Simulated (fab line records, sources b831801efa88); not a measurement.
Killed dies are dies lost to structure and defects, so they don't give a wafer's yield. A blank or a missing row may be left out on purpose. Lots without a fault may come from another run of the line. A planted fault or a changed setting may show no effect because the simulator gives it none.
Which tool did it? | flow sky130 | 10 lots, 30 wafers sampled, at 1 step of a route of 708

WHAT THE GAUGES READ, wafer by wafer
SKY_SONOS_ONO_OVL_MEAS_14.
lot  | measured     | on         | SONOS_ONO_OVL (nm)
L867 | day 12 15:18 | overlay-02 | 5.1 4.6 4.7
L868 | day 12 21:08 | overlay-01 | 2.6 2.5 2.0
L869 | day 13 07:46 | overlay-01 | 4.4 4.3 3.6
L871 | day 14 07:13 | overlay-02 | 2.2 0.6 1.0
L876 | day 15 19:55 | overlay-02 | -2.0 -0.4 -1.6
L879 | day 17 10:23 | overlay-01 | 0.6 -0.8 -1.4
L880 | day 17 10:41 | overlay-01 | 3.5 3.6 2.0
L887 | day 19 16:58 | overlay-02 | 2.7 1.3 1.9
L888 | day 20 01:22 | overlay-02 | 1.6 2.9 3.1
L890 | day 20 15:01 | overlay-01 | 3.4 3.0 1.8

WHICH TOOL RAN EACH LOT (tool, then ch and the chambers of the sampled wafers, then the start)
The record holds no process step before these readings.

THE ANSWER, worked out from the rows above alone
Rule: what is usual is taken from the lots themselves. Put in order of their means at a reading, lots are off if they are a third of the lots or fewer, leave a main group of 4 or more, and stand apart from it by a gap of 3 or more times the standard deviation of the main group's means; of several such gaps the widest counts. A main group whose means are all the same, to the digits that the tables above print for the reading, isn't used. A lot without any number at a reading at which 4 lots or more have one is off too. The other lots that the step has rows for count as sound.
No lot is off at any reading shown: from this, nothing can be told.

WHAT THE SIMULATOR HAD PUT IN
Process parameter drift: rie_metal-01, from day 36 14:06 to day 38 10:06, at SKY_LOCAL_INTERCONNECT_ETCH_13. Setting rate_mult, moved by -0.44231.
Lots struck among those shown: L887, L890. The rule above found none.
